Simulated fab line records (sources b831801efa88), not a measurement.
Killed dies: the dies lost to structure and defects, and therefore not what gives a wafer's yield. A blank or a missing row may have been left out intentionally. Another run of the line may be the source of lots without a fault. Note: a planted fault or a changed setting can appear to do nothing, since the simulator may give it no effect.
The tool behind it: which one?	flow gf180mcu	15 lots, 45 wafers sampled, at 3 steps of a route of 602

WHAT THE GAUGES READ, wafer by wafer
The record lacks any reading of a measuring or inspecting step that a usual standard deviation could be used to judge.

WHAT TOOL EACH LOT RAN ON (gives the tool, then ch and the chambers of the sampled wafers, and finally the start)
lot	GF_MIM_SPUTTER_00	GF_MIM_SPUTTER_03	GF_MIM_CVD_05
L885	pvd_sputter-02, day 24 23:37	pvd_sputter-02, day 24 23:47	pecvd-01 ch 0,1,2, day 24 23:50
L887	pvd_sputter-02, day 25 18:34	pvd_sputter-02, day 25 18:43	pecvd-03 ch 0,2, day 25 18:47
L888	pvd_sputter-02, day 26 08:16	pvd_sputter-02, day 26 08:25	pecvd-02 ch 0,1,2, day 26 08:29
L889	pvd_sputter-03, day 26 18:12	pvd_sputter-03, day 26 18:22	pecvd-02 ch 0,1,2, day 26 18:25
L890	pvd_sputter-04, day 27 06:25	pvd_sputter-04, day 27 06:35	pecvd-02 ch 1,2, day 27 06:38
L892	pvd_sputter-03, day 27 08:42	pvd_sputter-03, day 27 08:52	pecvd-01 ch 1,2, day 27 08:55
L891	pvd_sputter-03, day 27 13:29	pvd_sputter-03, day 27 13:39	pecvd-01 ch 0,1,2, day 27 13:43
L893	pvd_sputter-02, day 27 20:58	pvd_sputter-02, day 27 21:08	pecvd-02 ch 0,1,2, day 27 21:11
L899	pvd_sputter-03, day 29 12:28	pvd_sputter-03, day 29 12:37	pecvd-02 ch 0,1,2, day 29 12:41
L901	pvd_sputter-03, day 30 02:49	pvd_sputter-03, day 30 02:59	pecvd-02 ch 1,2, day 30 03:02
L902	pvd_sputter-04, day 30 08:37	pvd_sputter-04, day 30 08:46	pecvd-01 ch 0,1,2, day 30 08:50
L903	pvd_sputter-03, day 30 19:43	pvd_sputter-03, day 30 19:53	pecvd-01 ch 0,1,2, day 30 19:58
L905	pvd_sputter-03, day 31 03:28	pvd_sputter-03, day 31 03:37	pecvd-01 ch 0,1,2, day 31 03:41
L908	pvd_sputter-04, day 31 19:46	pvd_sputter-04, day 31 19:55	pecvd-01 ch 0,1,2, day 31 19:59
L907	pvd_sputter-04, day 31 22:00	pvd_sputter-04, day 31 22:10	pecvd-02 ch 0,2, day 31 22:13
- GF_MIM_SPUTTER_00: material Ti, target thk 37.5 nm, time 150 s.
- GF_MIM_SPUTTER_03: material Ti, target thk 10 nm, time 6.7 s.
- GF_MIM_CVD_05: deposits Si3N4, target thk 42 nm, time 29.086 s.

AS READ BY THE TOOLS THEMSELVES (means over the sampled wafers that have a number; for cases with no such wafer, the mark the record gives instead)
GF_MIM_SPUTTER_00.
lot	tool	cathode_dc_power_W (W)	chamber_pressure_pa (Pa)	throttle_valve_pct (%)
L885	pvd_sputter-02	3999.5	1.997	30.4
L887	pvd_sputter-02	3999.5	1.998	30.4
L888	pvd_sputter-02	3999.1	2.003	30.7
L889	pvd_sputter-03	3999.5	1.997	30.4
L890	pvd_sputter-04	4000.1	2.006	29.8
L892	pvd_sputter-03	-	-	-
L891	pvd_sputter-03	-	-	-
L893	pvd_sputter-02	-	-	-
L899	pvd_sputter-03	4000.6	1.997	30.2
L901	pvd_sputter-03	4000.0	2.003	30.3
L902	pvd_sputter-04	3999.4	1.995	29.7
L903	pvd_sputter-03	4000.2	1.998	30.4
L905	pvd_sputter-03	3999.2	1.999	31.1
L908	pvd_sputter-04	3999.4	2.003	29.7
L907	pvd_sputter-04	4000.7	1.994	29.6

GF_MIM_SPUTTER_03.
lot	tool	cathode_dc_power_W (W)	chamber_pressure_pa (Pa)	throttle_valve_pct (%)
L885	pvd_sputter-02	3000.1	0.2996	30.4
L887	pvd_sputter-02	2999.7	0.2997	30.5
L888	pvd_sputter-02	3000.5	0.2999	30.9
L889	pvd_sputter-03	3000.1	0.3000	30.2
L890	pvd_sputter-04	3000.3	0.3006	29.8
L892	pvd_sputter-03	3000.6	0.2999	29.7
L891	pvd_sputter-03	3000.2	0.2995	29.4
L893	pvd_sputter-02	2999.9	0.2992	30.3
L899	pvd_sputter-03	3000.0	0.3004	30.3
L901	pvd_sputter-03	2999.9	0.2994	30.3
L902	pvd_sputter-04	3000.9	0.3005	29.8
L903	pvd_sputter-03	2999.8	0.3001	30.6
L905	pvd_sputter-03	3000.3	0.3001	31.2
L908	pvd_sputter-04	2999.8	0.2999	29.7
L907	pvd_sputter-04	3000.0	0.2996	29.6

GF_MIM_CVD_05.
lot	tool	heater_power_w (W)
L885	pecvd-01	600
L887	pecvd-03	543
L888	pecvd-02	719
L889	pecvd-02	699
L890	pecvd-02	735
L892	pecvd-01	609
L891	pecvd-01	640
L893	pecvd-02	722
L899	pecvd-02	702
L901	pecvd-02	732
L902	pecvd-01	632
L903	pecvd-01	584
L905	pecvd-01	606
L908	pecvd-01	617
L907	pecvd-02	649

THE ANSWER, worked out from the rows above alone
Rule: the lots themselves supply what counts as usual. Put in order of their means at a reading, lots are off if they are a third of the lots or fewer, leave a main group of 4 or more, and stand apart from it by a gap of 3 or more times the standard deviation of the main group's means; of several such gaps the widest counts. A main group is skipped when, at the precision printed for the reading in the tables above, its means are all equal. A lot without any number at a reading at which 4 lots or more have one is off too. Where the step has rows for the other lots, those lots are counted as sound. First the gauges in route order, then the tools' own readings, where a lot's mean is used as printed above. At the first step where some lot is off, the reading lying furthest off is the one used; lots without a number count as furthest.
Off at GF_MIM_SPUTTER_00 (cathode_dc_power_W): L892, L891, L893. Without a number there: L892, L891, L893. The main group has a mean of 3999.8 W with a standard deviation of 0.51.
A tool fits if, at that step or a process step before it, it ran every lot that is off, and no sound lot after the first of them. None of those tried fits.

WHAT THE SIMULATOR HAD PUT IN
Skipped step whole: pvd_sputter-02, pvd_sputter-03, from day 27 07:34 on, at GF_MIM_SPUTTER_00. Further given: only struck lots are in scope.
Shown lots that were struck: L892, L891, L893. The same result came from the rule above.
